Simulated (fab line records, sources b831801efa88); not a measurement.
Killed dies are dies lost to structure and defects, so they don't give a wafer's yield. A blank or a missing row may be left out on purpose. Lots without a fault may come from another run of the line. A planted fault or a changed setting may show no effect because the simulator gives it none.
One fault seen from 2 desks | flow sky130 | each desk has only its own numbers; what lay behind them comes last

THE TOOL OWNER'S DESK: plasma_asher-02
The tool's own readings at SKY_NWELL_STRIP_25 (strips in O2/N2): means of the sampled wafers that have a number, for each lot that ran on this tool. A lot is out of limits, marked OUT, if its mean lies more than 4 standard deviations from the usual mean; the brackets give that distance.
Columns: A = drypump_motor_current_A at SKY_NWELL_STRIP_25, usual 5.5 A; B = oes_product_au at SKY_NWELL_STRIP_25, usual 0.722 a.u.; C = strip_time_to_endpoint_s at SKY_NWELL_STRIP_25, usual 36.89 s
lot  | first seen here | A   | B               | C
L485 | day 6 18:50     | 4.9 | 0.723           | 36.69
L487 | day 7 08:06     | 5.1 | 0.722           | 36.93
L488 | day 7 14:52     | 5.4 | 0.725           | 36.88
L489 | day 7 16:32     | 5.4 | 0.914 (+45) OUT | -
L500 | day 10 09:26    | 5.4 | 0.725           | 36.88
L503 | day 11 02:23    | 4.9 | 0.720           | 36.86
This desk's finding: out of limits on L489; first on L489, day 7 16:32 (oes_product_au at SKY_NWELL_STRIP_25). In limits: L485, L487, L488, L500, L503.

THE METROLOGY DESK
What the gauges read, lot by lot, whatever tool the lot ran on: means of the sampled wafers that have a number. A lot is out of limits, marked OUT, if its mean lies more than 4 standard deviations from the usual mean; the brackets give that distance.
Columns: A = VT_ADJUST_HVTP_TW at SKY_VT_ADJUST_HVTP_TW_MEAS_11, usual 1364; B = VT_ADJUST_HVTR_TW at SKY_VT_ADJUST_HVTR_TW_MEAS_11, usual 213.3
lot  | first seen here | A                    | B
L480 | day 6 02:34     | 1364                 | 212.8
L483 | day 6 17:20     | 1363                 | 212.4
L484 | day 7 04:59     | 1367                 | 214.7
L485 | day 7 15:52     | 1364                 | 213.0
L487 | day 8 05:08     | 1363                 | 213.8
L488 | day 8 10:52     | 1359                 | 212.5
L489 | day 8 13:38     | 30 (-99 or more) OUT | 214.5
L490 | day 8 19:52     | 1357                 | 213.0
L499 | day 11 01:17    | 1376                 | 215.2
L500 | day 11 10:06    | 1374                 | 214.7
L501 | day 11 12:07    | 1383                 | 212.0
L502 | day 11 19:25    | 1382                 | 211.3
L503 | day 12 03:13    | 1350                 | 212.8
This desk's finding: out of limits on L489; first on L489, day 8 13:38 (VT_ADJUST_HVTP_TW at SKY_VT_ADJUST_HVTP_TW_MEAS_11). In limits: L480, L483, L484, L485, L487, L488, L490, L499, L500, L501, L502, L503.

PUT TOGETHER
The tool owner's desk could have raised an alarm at day 7 16:32, on L489.
The metrology desk could have raised an alarm at day 8 13:38, on L489.
Of the lots named, all ran SKY_NWELL_STRIP_25 on plasma_asher-02.

WHAT THE SIMULATOR HAD PUT IN
Strip aborted: plasma_asher-02, from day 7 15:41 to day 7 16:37, at SKY_NWELL_STRIP_25. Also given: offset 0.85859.
Lots struck among those shown: L489.
Hours from the fault's start to each desk's first reading out of limits: the tool owner's desk, 1; the metrology desk, 22.
